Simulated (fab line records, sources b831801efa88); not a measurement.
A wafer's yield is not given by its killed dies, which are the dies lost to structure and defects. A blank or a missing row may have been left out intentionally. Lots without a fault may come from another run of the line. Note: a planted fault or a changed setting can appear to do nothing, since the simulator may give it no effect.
Which tool was responsible? :: flow sky130 :: 42 wafers from 14 lots sampled at 6 of the route's 708 steps

== WHAT EACH GAUGE READ, for each wafer ==
SKY_FIELD_ISO_BOW_MEAS_00.
lot: L878
measured: day 1 10:01
on: film_metro-01
INCOMING_BOW (um): -7 -12 -8

lot: L880
measured: day 1 20:02
on: film_metro-01
INCOMING_BOW (um): -2 5 -11

lot: L881
measured: day 2 01:00
on: film_metro-02
INCOMING_BOW (um): -1 -6 -5

lot: L882
measured: day 2 06:04
on: film_metro-02
INCOMING_BOW (um): 2 5 -1

lot: L885
measured: day 2 21:00
on: film_metro-02
INCOMING_BOW (um): -3 3 -1

lot: L887
measured: day 3 07:07
on: film_metro-01
INCOMING_BOW (um): -3 3 -2

lot: L889
measured: day 3 17:01
on: film_metro-02
INCOMING_BOW (um): -9 3 -6

lot: L890
measured: day 3 22:00
on: film_metro-02
INCOMING_BOW (um): 6 -8 -5

lot: L891
measured: day 4 03:00
on: film_metro-04
INCOMING_BOW (um): 11 4 5

lot: L892
measured: day 4 08:01
on: film_metro-02
INCOMING_BOW (um): 12 -4 3

lot: L897
measured: day 5 09:00
on: film_metro-01
INCOMING_BOW (um): -2 2 1

lot: L899
measured: day 5 19:01
on: film_metro-02
INCOMING_BOW (um): -4 -3 5

lot: L900
measured: day 6 00:00
on: film_metro-01
INCOMING_BOW (um): -6 -4 10

lot: L901
measured: day 6 05:04
on: film_metro-02
INCOMING_BOW (um): -3 2 -11

SKY_NWELL_TW_MEAS_26.
lot: L878
measured: day 5 05:55
on: film_metro-03
NWELL_2_TW: 500 500 497

lot: L880
measured: day 5 19:59
on: film_metro-03
NWELL_2_TW: 500 501 501

lot: L881
measured: day 6 01:51
on: film_metro-01
NWELL_2_TW: 499 496 496

lot: L882
measured: day 6 09:15
on: film_metro-02
NWELL_2_TW: 492 492 495

lot: L885
measured: day 7 02:28
on: film_metro-03
NWELL_2_TW: 504 504 506

lot: L887
measured: day 7 17:08
on: film_metro-03
NWELL_2_TW: 506 501 504

lot: L889
measured: day 8 03:38
on: film_metro-02
NWELL_2_TW: 492 491 492

lot: L890
measured: day 8 07:57
on: film_metro-01
NWELL_2_TW: 495 494 495

lot: L891
measured: day 8 16:07
on: film_metro-02
NWELL_2_TW: 30 30 30

lot: L892
measured: day 8 20:41
on: film_metro-02
NWELL_2_TW: 30 30 30

lot: L897
measured: day 10 01:56
on: film_metro-01
NWELL_2_TW: 494 491 497

lot: L899
measured: day 10 13:52
on: film_metro-03
NWELL_2_TW: 502 504 496

lot: L900
measured: day 10 18:53
on: film_metro-02
NWELL_2_TW: 496 495 497

lot: L901
measured: day 11 01:16
on: film_metro-02
NWELL_2_TW: 494 494 494

SKY_VT_ADJUST_PCH_OVL_MEAS_07.
lot: L878
measured: day 10 08:14
on: overlay-02
VT_ADJUST_PCH_OVL (nm): 0.9 2.2 0.8

lot: L880
measured: day 11 01:50
on: overlay-02
VT_ADJUST_PCH_OVL (nm): -0.9 -2.3 -1.0

lot: L881
measured: day 11 08:48
on: overlay-02
VT_ADJUST_PCH_OVL (nm): -0.7 -1.3 -1.2

lot: L882
measured: day 11 17:36
on: overlay-01
VT_ADJUST_PCH_OVL (nm): -0.4 -0.6 -0.4

lot: L885
measured: day 12 14:31
on: overlay-01
VT_ADJUST_PCH_OVL (nm): -0.8 0.3 0.5

lot: L887
measured: day 13 07:21
on: overlay-02
VT_ADJUST_PCH_OVL (nm): -0.3 -0.7 -1.3

lot: L889
measured: day 13 20:53
on: overlay-01
VT_ADJUST_PCH_OVL (nm): -2.3 -1.9 -1.4

lot: L890
measured: day 14 04:45
on: overlay-02
VT_ADJUST_PCH_OVL (nm): 2.8 1.7 1.7

lot: L891
measured: day 14 12:04
on: overlay-01
VT_ADJUST_PCH_OVL (nm): -1.5 -2.4 -0.5

lot: L892
measured: day 14 19:07
on: overlay-02
VT_ADJUST_PCH_OVL (nm): 0.9 -0.8 0.1

lot: L897
measured: day 16 08:36
on: overlay-01
VT_ADJUST_PCH_OVL (nm): -1.7 -3.5 -2.1

lot: L899
measured: day 17 01:25
on: overlay-02
VT_ADJUST_PCH_OVL (nm): -1.9 -1.2 -1.0

lot: L900
measured: day 17 06:28
on: overlay-02
VT_ADJUST_PCH_OVL (nm): -2.3 -4.5 -0.8

lot: L901
measured: day 17 17:53
on: overlay-01
VT_ADJUST_PCH_OVL (nm): -0.7 1.4 0.3

SKY_LDD_HVN_OVL_MEAS_07.
lot: L878
measured: day 20 00:29
on: overlay-02
LDD_HVN_OVL (nm): 0.2 0.4 -0.4

lot: L880
measured: day 21 04:01
on: overlay-01
LDD_HVN_OVL (nm): -0.3 -1.7 0.0

lot: L881
measured: day 21 14:03
on: overlay-01
LDD_HVN_OVL (nm): -6.0 -3.0 -2.0

lot: L882
measured: day 22 06:43
on: overlay-01
LDD_HVN_OVL (nm): -0.7 -1.7 -0.8

lot: L885
measured: day 23 04:43
on: overlay-01
LDD_HVN_OVL (nm): -1.9 -1.6 -1.0

lot: L887
measured: day 23 23:45
on: overlay-01
LDD_HVN_OVL (nm): -1.0 -2.0 -0.5

lot: L889
measured: day 24 18:16
on: overlay-02
LDD_HVN_OVL (nm): -0.3 -0.7 -1.1

lot: L890
measured: day 24 23:19
on: overlay-01
LDD_HVN_OVL (nm): -2.0 0.0 1.6

lot: L891
measured: day 25 07:52
on: overlay-02
LDD_HVN_OVL (nm): -2.0 -2.9 -1.8

lot: L892
measured: day 25 14:01
on: overlay-01
LDD_HVN_OVL (nm): -2.6 -1.7 -3.0

lot: L897
measured: day 27 07:27
on: overlay-01
LDD_HVN_OVL (nm): -1.3 0.0 0.5

lot: L899
measured: day 27 22:50
on: overlay-01
LDD_HVN_OVL (nm): -1.7 0.1 0.8

lot: L900
measured: day 28 02:50
on: overlay-02
LDD_HVN_OVL (nm): 2.4 -0.6 0.0

lot: L901
measured: day 28 13:10
on: overlay-02
LDD_HVN_OVL (nm): -0.3 1.4 -0.4

== EACH LOT AND THE TOOL THAT RAN IT (in order: tool; ch and the chambers of the sampled wafers; start) ==
lot: L878
SKY_NWELL_STRIP_14: plasma_asher-01 ch 0,1, day 4 11:55
SKY_NWELL_STRIP_25: plasma_asher-02 ch 0,1, day 5 05:48

lot: L880
SKY_NWELL_STRIP_14: plasma_asher-01 ch 0,1, day 5 02:13
SKY_NWELL_STRIP_25: plasma_asher-01 ch 0,1, day 5 19:54

lot: L881
SKY_NWELL_STRIP_14: plasma_asher-01 ch 0,1, day 5 07:03
SKY_NWELL_STRIP_25: plasma_asher-02 ch 0,1, day 6 01:45

lot: L882
SKY_NWELL_STRIP_14: plasma_asher-03 ch 0,1, day 5 13:38
SKY_NWELL_STRIP_25: plasma_asher-03 ch 0,1, day 6 09:09

lot: L885
SKY_NWELL_STRIP_14: plasma_asher-02 ch 0,1, day 6 06:21
SKY_NWELL_STRIP_25: plasma_asher-01 ch 0,1, day 7 02:22

lot: L887
SKY_NWELL_STRIP_14: plasma_asher-01 ch 0,1, day 6 20:42
SKY_NWELL_STRIP_25: plasma_asher-02 ch 0,1, day 7 17:02

lot: L889
SKY_NWELL_STRIP_14: plasma_asher-02 ch 0,1, day 7 06:33
SKY_NWELL_STRIP_25: plasma_asher-03 ch 0,1, day 8 03:31

lot: L890
SKY_NWELL_STRIP_14: plasma_asher-01 ch 1, day 7 11:06
SKY_NWELL_STRIP_25: plasma_asher-02 ch 0,1, day 8 07:51

lot: L891
SKY_NWELL_STRIP_14: plasma_asher-01 ch 0,1, day 7 19:12
SKY_NWELL_STRIP_25: plasma_asher-03 ch 0,1, day 8 16:01

lot: L892
SKY_NWELL_STRIP_14: plasma_asher-02 ch 0,1, day 7 23:19
SKY_NWELL_STRIP_25: plasma_asher-03 ch 0,1, day 8 20:34

lot: L897
SKY_NWELL_STRIP_14: plasma_asher-03 ch 0,1, day 9 03:54
SKY_NWELL_STRIP_25: plasma_asher-02 ch 0,1, day 10 01:50

lot: L899
SKY_NWELL_STRIP_14: plasma_asher-01 ch 0,1, day 9 16:00
SKY_NWELL_STRIP_25: plasma_asher-03 ch 0,1, day 10 13:45

lot: L900
SKY_NWELL_STRIP_14: plasma_asher-01 ch 0,1, day 9 21:19
SKY_NWELL_STRIP_25: plasma_asher-03 ch 0,1, day 10 18:47

lot: L901
SKY_NWELL_STRIP_14: plasma_asher-02 ch 0,1, day 10 02:57
SKY_NWELL_STRIP_25: plasma_asher-02 ch 0,1, day 11 01:10
- SKY_NWELL_STRIP_14: strips in O2/N2.
- SKY_NWELL_STRIP_25: strips in O2/N2.

== WHAT THE TOOLS THEMSELVES READ (means of the sampled wafers that have a number; where no wafer has one, the mark that the record gives instead) ==
SKY_NWELL_STRIP_14.
lot: L878
tool: plasma_asher-01
chamber_pressure_mTorr (mTorr): 1499.4
drypump_motor_current_A (A): 5.9
oes_product_au (a.u.): 0.719
strip_time_to_endpoint_s (s): 37.05

lot: L880
tool: plasma_asher-01
chamber_pressure_mTorr (mTorr): 1500.5
drypump_motor_current_A (A): 5.8
oes_product_au (a.u.): 0.720
strip_time_to_endpoint_s (s): 36.91

lot: L881
tool: plasma_asher-01
chamber_pressure_mTorr (mTorr): 1499.9
drypump_motor_current_A (A): 6.0
oes_product_au (a.u.): 0.723
strip_time_to_endpoint_s (s): 37.06

lot: L882
tool: plasma_asher-03
chamber_pressure_mTorr (mTorr): 1499.6
drypump_motor_current_A (A): 5.7
oes_product_au (a.u.): 0.721
strip_time_to_endpoint_s (s): 36.98

lot: L885
tool: plasma_asher-02
chamber_pressure_mTorr (mTorr): 1499.9
drypump_motor_current_A (A): 5.4
oes_product_au (a.u.): 0.720
strip_time_to_endpoint_s (s): 36.87

lot: L887
tool: plasma_asher-01
chamber_pressure_mTorr (mTorr): 1498.9
drypump_motor_current_A (A): 6.0
oes_product_au (a.u.): 0.720
strip_time_to_endpoint_s (s): 36.94

lot: L889
tool: plasma_asher-02
chamber_pressure_mTorr (mTorr): 1499.6
drypump_motor_current_A (A): 5.5
oes_product_au (a.u.): 0.725
strip_time_to_endpoint_s (s): 36.91

lot: L890
tool: plasma_asher-01
chamber_pressure_mTorr (mTorr): 1499.2
drypump_motor_current_A (A): 5.5
oes_product_au (a.u.): 0.718
strip_time_to_endpoint_s (s): 36.85

lot: L891
tool: plasma_asher-01
chamber_pressure_mTorr (mTorr): -
drypump_motor_current_A (A): -
oes_product_au (a.u.): -
strip_time_to_endpoint_s (s): -

lot: L892
tool: plasma_asher-02
chamber_pressure_mTorr (mTorr): -
drypump_motor_current_A (A): -
oes_product_au (a.u.): -
strip_time_to_endpoint_s (s): -

lot: L897
tool: plasma_asher-03
chamber_pressure_mTorr (mTorr): 1498.6
drypump_motor_current_A (A): 5.7
oes_product_au (a.u.): 0.720
strip_time_to_endpoint_s (s): 36.84

lot: L899
tool: plasma_asher-01
chamber_pressure_mTorr (mTorr): 1500.5
drypump_motor_current_A (A): 5.9
oes_product_au (a.u.): 0.723
strip_time_to_endpoint_s (s): 36.96

lot: L900
tool: plasma_asher-01
chamber_pressure_mTorr (mTorr): 1499.3
drypump_motor_current_A (A): 6.1
oes_product_au (a.u.): 0.723
strip_time_to_endpoint_s (s): 36.91

lot: L901
tool: plasma_asher-02
chamber_pressure_mTorr (mTorr): 1500.6
drypump_motor_current_A (A): 5.5
oes_product_au (a.u.): 0.724
strip_time_to_endpoint_s (s): 36.85

SKY_NWELL_STRIP_25.
lot: L878
tool: plasma_asher-02
chamber_pressure_mTorr (mTorr): 1499.4
drypump_motor_current_A (A): 5.5
oes_product_au (a.u.): 0.727
strip_time_to_endpoint_s (s): 36.98

lot: L880
tool: plasma_asher-01
chamber_pressure_mTorr (mTorr): 1498.6
drypump_motor_current_A (A): 6.1
oes_product_au (a.u.): 0.726
strip_time_to_endpoint_s (s): 37.00

lot: L881
tool: plasma_asher-02
chamber_pressure_mTorr (mTorr): 1499.9
drypump_motor_current_A (A): 5.5
oes_product_au (a.u.): 0.720
strip_time_to_endpoint_s (s): 37.07

lot: L882
tool: plasma_asher-03
chamber_pressure_mTorr (mTorr): 1500.4
drypump_motor_current_A (A): 5.4
oes_product_au (a.u.): 0.727
strip_time_to_endpoint_s (s): 36.93

lot: L885
tool: plasma_asher-01
chamber_pressure_mTorr (mTorr): 1500.1
drypump_motor_current_A (A): 6.1
oes_product_au (a.u.): 0.719
strip_time_to_endpoint_s (s): 36.92

lot: L887
tool: plasma_asher-02
chamber_pressure_mTorr (mTorr): 1500.0
drypump_motor_current_A (A): 5.6
oes_product_au (a.u.): 0.721
strip_time_to_endpoint_s (s): 37.00

lot: L889
tool: plasma_asher-03
chamber_pressure_mTorr (mTorr): 1500.3
drypump_motor_current_A (A): 5.7
oes_product_au (a.u.): 0.721
strip_time_to_endpoint_s (s): 36.91

lot: L890
tool: plasma_asher-02
chamber_pressure_mTorr (mTorr): 1500.7
drypump_motor_current_A (A): 5.5
oes_product_au (a.u.): 0.721
strip_time_to_endpoint_s (s): 36.87

lot: L891
tool: plasma_asher-03
chamber_pressure_mTorr (mTorr): 1500.1
drypump_motor_current_A (A): 5.4
oes_product_au (a.u.): 0.742
strip_time_to_endpoint_s (s): 81.09

lot: L892
tool: plasma_asher-03
chamber_pressure_mTorr (mTorr): 1499.5
drypump_motor_current_A (A): 5.7
oes_product_au (a.u.): 0.742
strip_time_to_endpoint_s (s): 81.22

lot: L897
tool: plasma_asher-02
chamber_pressure_mTorr (mTorr): 1500.0
drypump_motor_current_A (A): 5.4
oes_product_au (a.u.): 0.722
strip_time_to_endpoint_s (s): 36.87

lot: L899
tool: plasma_asher-03
chamber_pressure_mTorr (mTorr): 1499.7
drypump_motor_current_A (A): 5.7
oes_product_au (a.u.): 0.725
strip_time_to_endpoint_s (s): 37.14

lot: L900
tool: plasma_asher-03
chamber_pressure_mTorr (mTorr): 1501.2
drypump_motor_current_A (A): 5.7
oes_product_au (a.u.): 0.720
strip_time_to_endpoint_s (s): 36.82

lot: L901
tool: plasma_asher-02
chamber_pressure_mTorr (mTorr): 1498.4
drypump_motor_current_A (A): 5.5
oes_product_au (a.u.): 0.725
strip_time_to_endpoint_s (s): 37.02

== THE ANSWER, worked out from the rows above alone ==
Rule: what is usual is taken from the lots themselves. The widest of any qualifying gaps counts: lots, ordered by their means at a reading, are off when they make up no more than a third of the lots, leave a main group of 4 or more, and stand apart from it by 3 or more times the standard deviation of that group's means. The tables above print the reading to a certain number of digits; a main group whose means all agree to those digits is not used. Also off: a lot with no number at a reading for which 4 or more lots have one. Where the step has rows for the other lots, those lots are counted as sound. After the gauges, taken in route order, come the tools' own readings; for these a lot's mean is taken, as printed above. At the first step where some lot is off, the reading lying furthest off is the one used; lots without a number count as furthest.
Off: at SKY_NWELL_TW_MEAS_26 (NWELL_2_TW), L891, L892. For the main group the mean is 497 and the standard deviation 4.1.
If a tool, at a process step before that reading, ran all the lots that are off and no sound lot after the first of them, it fits. Not tried: the gauges at SKY_NWELL_TW_MEAS_26; whatever is off there is also off at SKY_NWELL_STRIP_14, on other tools, and gauge error can't account for it. Not one of the candidates tried fits.

== WHAT THE SIMULATOR HAD INSERTED ==
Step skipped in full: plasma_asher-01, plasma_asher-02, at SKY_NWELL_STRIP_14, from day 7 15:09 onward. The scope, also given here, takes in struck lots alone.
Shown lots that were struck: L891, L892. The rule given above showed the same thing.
